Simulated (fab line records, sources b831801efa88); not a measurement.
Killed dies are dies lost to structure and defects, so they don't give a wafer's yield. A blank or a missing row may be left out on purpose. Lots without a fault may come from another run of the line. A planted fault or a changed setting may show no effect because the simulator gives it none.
Split-lot experiment | flow sfq_line | 5 lots, 15 wafers read, on a route of 325 steps

THE SPLIT
At SFQ_TRILAYER_M0_BARC_OPEN_METAL_ETCH_031 (etches BARC in O2, target depth 125 nm, time 41.7 s), the setting icp_w was moved away from the recipe's 600 W on 5 of the 15 wafers read, by +6.1% to +10.1%. The other wafers ran this setting at the recipe's value.

The reading is taken at the split's own step.

THE READING
KrF_of_TRILAYER_M0_LITHO_COAT_021.thk_nm (the simulator's own value, which no gauge read), in nm, at SFQ_TRILAYER_M0_BARC_OPEN_METAL_ETCH_031 (etches BARC in O2, target depth 125 nm, time 41.7 s). The file gives no usual value for it. The 10 wafers here that ran the recipe average 524.1 nm, standard deviation 1.7 nm.

wafer  | tool, chamber at the split | icp_w as run, W | against the recipe | KrF_of_TRILAYER_M0_LITHO_COAT_021.thk_nm, nm | against lot-mates on the recipe
L077.1 | rie_metal-03, 0            | 644.3           | +7.4%              | 518.6                                        | -4.2
L077.2 | rie_metal-03, 1            | 644.3           | +7.4%              | 518.7                                        | -4.1
L077.4 | rie_metal-03, 0            | 600             | recipe             | 522.8                                        | -
L079.1 | rie_metal-02, 1            | 660.4           | +10.1%             | 521.2                                        | -4.4
L079.2 | rie_metal-02, 0            | 600             | recipe             | 525.8                                        | -
L079.3 | rie_metal-02, 1            | 660.4           | +10.1%             | 520.5                                        | -5.1
L079.5 | rie_metal-02, 1            | 600             | recipe             | 523.6                                        | -
L079.6 | rie_metal-02, 0            | 600             | recipe             | 527.4                                        | -
L080.2 | rie_metal-04, 1            | 600             | recipe             | 522.7                                        | -
L080.4 | rie_metal-04, 0            | 600             | recipe             | 524                                          | -
L081.3 | rie_metal-02, 0            | 636.9           | +6.1%              | 522.6                                        | -3.7
L081.6 | rie_metal-02, 0            | 600             | recipe             | 526.3                                        | -
L083.2 | rie_metal-02, 0            | 600             | recipe             | 522.2                                        | -
L083.4 | rie_metal-02, 1            | 600             | recipe             | 523.4                                        | -
L083.5 | rie_metal-02, 1            | 600             | recipe             | 522.6                                        | -

THE FIT
A straight line over all 15 wafers: KrF_of_TRILAYER_M0_LITHO_COAT_021.thk_nm changes by -0.434 nm for each +1% of icp_w; r = -0.71; the points scatter about the line by 1.8 nm.
The same after taking each lot's own level away (the mean of its wafers on the recipe; 15 wafers): -0.509 nm for each +1%; r = -0.93; scatter 0.88 nm.
On that fit, the largest move of icp_w shifts the reading by 5.1 nm.
The lots' own levels span 522.73 to 526.30 nm, that is 2.1 times the standard deviation above.
So the lot-to-lot level blurs the effect unless lot-mates are compared.
Check: with one of the wafers moved furthest among these (+10.1%) left out of the fit, the line predicts -5.49 nm for it against its lot-mates. It came out at -4.4 nm against them.

OTHER SPLITS ON THESE WAFERS
These wafers also went through other splits before the reading. Each is held against what the fit with the lots' levels taken away leaves over:
other split on the same wafers                   | wafers away from the commonest value | r with KrF_of_TRILAYER_M0_LITHO_COAT_021.thk_nm (lot level and that fit taken away)
SFQ_TRILAYER_L0_LITHO_COAT_010 resist_thk_nm     | 5                                    | -0.01
SFQ_TRILAYER_L0_LITHO_COAT_005 spin_rpm          | 3                                    | +0.02
SFQ_TRILAYER_L0_VIA_LITHO_COAT_018 resist_thk_nm | 6                                    | -0.49
SFQ_TRILAYER_L0_VIA_LITHO_PEB_016 peb_temp_c     | 3                                    | +0.02
SFQ_TRILAYER_M0_DEP_SPUTTER_019 time_s           | 2                                    | -0.03
SFQ_TRILAYER_M0_LITHO_COAT_026 spin_rpm          | 5                                    | -0.05

THE FILE'S OWN FIT
KrF_of_TRILAYER_M0_LITHO_COAT_021.thk_nm changes by -0.502 nm for each +1% of icp_w, r = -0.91.
